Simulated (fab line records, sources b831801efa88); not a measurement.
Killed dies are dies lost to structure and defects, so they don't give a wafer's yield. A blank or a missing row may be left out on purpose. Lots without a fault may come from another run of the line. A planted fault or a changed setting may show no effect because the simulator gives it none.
A struck lot beside a sound one | flow sfq_line | 42 steps out of a route of 325
Sound: wafers L250.2, L250.3, L250.6. Struck: wafers L251.2, L251.4, L251.6. The cause comes at the end.
At each step with rows: each side's tool, then ch and its chambers, then its first start. Under that, the readings that differ: sound wafers | struck wafers | difference of the means | sigmas: that difference in standard deviations of wafers without a fault.
alike: readings whose means differ by less than 2 such deviations, and words and numbers that are the same on both sides. not compared: withheld readings, readings that some wafer has no value for, bounds like >300 that may hide the same value, and numbers for which the record gives no deviation and whose values overlap.
The two part at a step that has a row with sigmas, a row that says differs or no value, or rows on one side only. Numbers that don't overlap but have no deviation are shown without sigmas and don't part them. A reading that every wafer of one side lacks parts them only if that side has two wafers or more.

SFQ_M2_OVL_MEAS_916:
  sound on overlay-02, day 29 22:10; struck on overlay-02, day 32 10:17
  alike: M2_OVL
then, 1 step without rows for these wafers: SFQ_TRILAYER_M2_BARC_OPEN_METAL_ETCH_077 (etches BARC in O2, target depth 125 nm, time 41.7 s).
SFQ_TRILAYER_M2_ETCH_METAL_ETCH_060: etches Nb in Cl2/Ar, stops on SiO2, target depth 240 nm, time 120 s.
  sound on rie_metal-04 ch 0,1, day 29 22:15; struck on rie_metal-01 ch 0,1, day 32 10:23
  alike: bias_w, drypump_motor_current_A, oes_product_au
  not compared: rf_hours_counter_h
then, 2 steps without rows for these wafers: SFQ_TRILAYER_M2_STRIP_STRIP_061 (strips in O2); SFQ_TRILAYER_M2_STRIP_SOLV_CLEAN_062 (cleans in NMP, time 600 s).
SFQ_TRILAYER_I2_DEP_PECVD_063: deposits SiO2 from SiH4/N2O, time 111.11 s, target thk 500 nm.
  sound on pecvd-01 ch 1,2, day 29 23:10; struck on pecvd-01 ch 0,1, day 32 11:17
  alike: heater_power_outer_w, heater_power_w, throttle_valve_pct
then, 1 step without rows for these wafers: SFQ_TRILAYER_I2_CMP_CMP_064 (polishes SiO2).
SFQ_I2_BOW_MEAS_917:
  sound on film_metro-02, day 30 05:51; struck on film_metro-04, day 32 16:22
  alike: I2_BOW
then, 4 steps without rows for these wafers: SFQ_TRILAYER_I2_METRO_MEASURE_065; SFQ_TRILAYER_I2_VIA_LITHO_COAT_072 (resist thk 62 nm); SFQ_TRILAYER_I2_VIA_LITHO_COAT_067 (resist thk 650 nm); SFQ_TRILAYER_I2_VIA_LITHO_SOFTBAKE_071.
-- the record jumps here: 6 days lie between the struck wafers' starts before and after --
SFQ_TRILAYER_I2_VIA_LITHO_EXPOSE_068: exposes mask I2, target cd 500 nm.
  sound on krf_scanner-01 ch 0, day 36 09:09; struck on krf_scanner-01 ch 0, day 38 23:46
  reading                    | sound             | struck            | difference | sigmas
  model.I2.overlay_x_nm (nm) | 0.115 0.115 0.115 | 78.28 78.28 78.28 | +78.17     |
  alike: mask, exposure_dose_mJ_cm2
then, 2 steps without rows for these wafers: SFQ_TRILAYER_I2_VIA_LITHO_PEB_070 (peb time 60 s); SFQ_TRILAYER_I2_VIA_LITHO_DEVELOP_069 (time 60 s).
SFQ_I2_OVL_MEAS_918:
  sound on overlay-01, day 36 10:27; struck on overlay-01, day 39 01:05
  reading     | sound  | struck   | difference | sigmas
  I2_OVL (nm) | 4 -1 1 | 85 78 77 | +79        | +16
then, 6 steps without rows for these wafers: SFQ_TRILAYER_I2_VIA_BARC_OPEN_VIA_ETCH_096 (etches BARC in O2, target depth 125 nm, time 41.7 s); SFQ_TRILAYER_I2_VIA_ETCH_VIA_ETCH_070 (etches SiO2 in CHF3, stops on Nb, target depth 260 nm); SFQ_TRILAYER_I2_VIA_STRIP_STRIP_071 (strips in O2); SFQ_TRILAYER_I2_VIA_STRIP_SOLV_CLEAN_072 (cleans in NMP, time 600 s); SFQ_TRILAYER_M3_DEP_PRE_CLEAN_074 (time 22.5 s); SFQ_TRILAYER_M3_DEP_SPUTTER_073 (material Nb, target thk 200 nm, time 133.3 s).
SFQ_M3_RS_MEAS_919: measures by four-point-probe.
  sound on film_metro-01, day 36 11:34; struck on film_metro-02, day 39 02:11
  alike: M3_NB_RS
then, 6 steps without rows for these wafers: SFQ_TRILAYER_M3_LITHO_COAT_080 (resist thk 62 nm); SFQ_TRILAYER_M3_LITHO_COAT_075 (resist thk 600 nm); SFQ_TRILAYER_M3_LITHO_SOFTBAKE_079; SFQ_TRILAYER_M3_LITHO_EXPOSE_076 (exposes mask M3, target cd 500 nm); SFQ_TRILAYER_M3_LITHO_PEB_078 (peb time 60 s); SFQ_TRILAYER_M3_LITHO_DEVELOP_077 (time 60 s).
SFQ_M3_OVL_MEAS_921:
  sound on overlay-01, day 36 13:59; struck on overlay-02, day 39 04:37
  alike: M3_OVL
then, 1 step without rows for these wafers: SFQ_TRILAYER_M3_BARC_OPEN_METAL_ETCH_100 (etches BARC in O2, target depth 125 nm, time 41.7 s).
SFQ_TRILAYER_M3_ETCH_METAL_ETCH_078: etches Nb in Cl2/Ar, stops on SiO2, target depth 240 nm, time 120 s.
  sound on rie_metal-04 ch 1, day 36 14:10; struck on rie_metal-03 ch 0,1, day 39 04:42
  alike: bias_w, drypump_motor_current_A, oes_product_au
  not compared: rf_hours_counter_h
then, 2 steps without rows for these wafers: SFQ_TRILAYER_M3_STRIP_STRIP_079 (strips in O2); SFQ_TRILAYER_M3_STRIP_SOLV_CLEAN_080 (cleans in NMP, time 600 s).
SFQ_TRILAYER_I3_DEP_PECVD_081: deposits SiO2 from SiH4/N2O, time 111.11 s, target thk 500 nm.
  sound on pecvd-02 ch 0,1, day 36 15:47; struck on pecvd-02 ch 0,1, day 39 05:36
  alike: heater_power_outer_w, heater_power_w, throttle_valve_pct
SFQ_TRILAYER_I3_CMP_CMP_082: polishes SiO2.
  sound on cmp-02 ch 1,3, day 36 15:52; struck on cmp-02 ch 0,1,3, day 39 06:10
  alike: edge_zone_pressure_frac, motor_current_A, slurry_filter_dp_kPa, slurry_flow_ml_min, time_to_endpoint_s
SFQ_I3_BOW_MEAS_922:
  sound on film_metro-03, day 36 18:53; struck on film_metro-04, day 39 08:41
  alike: I3_BOW
then, 4 steps without rows for these wafers: SFQ_TRILAYER_I3_METRO_MEASURE_083; SFQ_TRILAYER_I3_VIA_LITHO_COAT_090 (resist thk 62 nm); SFQ_TRILAYER_I3_VIA_LITHO_COAT_085 (resist thk 650 nm); SFQ_TRILAYER_I3_VIA_LITHO_SOFTBAKE_089.
-- the record jumps here: 45 days lie between the struck wafers' starts before and after --
SFQ_M8_BOW_MEAS_951:
  sound on film_metro-04, day 81 08:29; struck on film_metro-02, day 84 02:06
  reading                 | sound            | struck            | difference | sigmas
  model.etest.i2.link_ohm | 1.965 1.95 1.967 | 2.023 2.026 2.023 | +0.063     |
  alike: M8_BOW

WHERE THEY PART
Only at SFQ_I2_OVL_MEAS_918, within this record. Later steps at which nothing parts them and some readings are alike: SFQ_M3_RS_MEAS_919, SFQ_M3_OVL_MEAS_921, SFQ_TRILAYER_M3_ETCH_METAL_ETCH_078, SFQ_TRILAYER_I3_DEP_PECVD_081, SFQ_TRILAYER_I3_CMP_CMP_082, SFQ_I3_BOW_MEAS_922, SFQ_M8_BOW_MEAS_951.

WHY: what the simulator had put in
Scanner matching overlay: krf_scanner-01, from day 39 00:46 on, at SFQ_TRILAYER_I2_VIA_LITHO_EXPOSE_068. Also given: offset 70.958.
